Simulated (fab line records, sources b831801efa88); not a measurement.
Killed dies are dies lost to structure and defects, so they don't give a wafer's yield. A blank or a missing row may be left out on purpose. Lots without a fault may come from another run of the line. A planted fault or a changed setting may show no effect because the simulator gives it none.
A struck lot beside a sound one | flow sky130 | 14 steps out of a route of 708
Sound: wafers L246.1, L246.2, L246.5. Struck: wafers L238.1, L238.4, L238.5. The cause comes at the end.
At each step with rows: each side's tool, then ch and its chambers, then its first start. Under that, the readings that differ: sound wafers | struck wafers | difference of the means | sigmas: that difference in standard deviations of wafers without a fault.
alike: readings whose means differ by less than 2 such deviations, and words and numbers that are the same on both sides. not compared: withheld readings, readings that some wafer has no value for, bounds like >300 that may hide the same value, and numbers for which the record gives no deviation and whose values overlap.
The two part at a step that has a row with sigmas, a row that says differs or no value, or rows on one side only. Numbers that don't overlap but have no deviation are shown without sigmas and don't part them. A reading that every wafer of one side lacks parts them only if that side has two wafers or more.

first, 3 steps without rows for these wafers: SKY_VT_ADJUST_PCH_EXPOSE_04 (exposes mask NWM, target cd 840 nm); SKY_VT_ADJUST_PCH_PEB_05; SKY_VT_ADJUST_PCH_DEVELOP_06 (develop time 60 s).
SKY_VT_ADJUST_PCH_OVL_MEAS_07:
  sound on overlay-02, day 14 10:22; struck on overlay-01, day 12 00:40
  alike: VT_ADJUST_PCH_OVL
then, 1 step without rows for these wafers: SKY_VT_ADJUST_PCH_IMPLANT_08.
SKY_VT_ADJUST_PCH_STRIP_09: strips in O2/N2.
  sound on plasma_asher-04 ch 0,1, day 14 10:34; struck on plasma_asher-02 ch 0,1, day 12 00:52
  alike: drypump_motor_current_A, oes_product_au, strip_time_to_endpoint_s
  not compared: rf_hours_counter_h
SKY_VT_ADJUST_PCH_TW_MEAS_10:
  sound on film_metro-03, day 14 10:40; struck on film_metro-02, day 12 00:58
  alike: VT_ADJUST_PCH_TW
then, 5 steps without rows for these wafers: SKY_SONOS_TUNNEL_DEHYDRATE_00 (time 60 s); SKY_SONOS_TUNNEL_HMDS_01 (prime time 60 s); SKY_SONOS_TUNNEL_COAT_02 (resist thk 1140 nm); SKY_SONOS_TUNNEL_SOFTBAKE_03 (time 60 s); SKY_SONOS_TUNNEL_EXPOSE_04 (exposes mask TUNM, target cd 410 nm).
SKY_SONOS_TUNNEL_PEB_05:
  sound on litho_track-03 ch 0, day 15 12:41; struck on litho_track-02, day 13 00:34
  reading         | sound          | struck | difference                    | sigmas
  exhaust_pa (Pa) | 45.0 45.4 44.9 | - - -  | no value on the struck wafers |
  not compared: chill_plate_temp_C, resist_line_temp_C, time_s
then, 1 step without rows for these wafers: SKY_SONOS_TUNNEL_DEVELOP_06 (develop time 60 s).

WHERE THEY PART
Only at SKY_SONOS_TUNNEL_PEB_05, within this record.

WHY: what the simulator had put in
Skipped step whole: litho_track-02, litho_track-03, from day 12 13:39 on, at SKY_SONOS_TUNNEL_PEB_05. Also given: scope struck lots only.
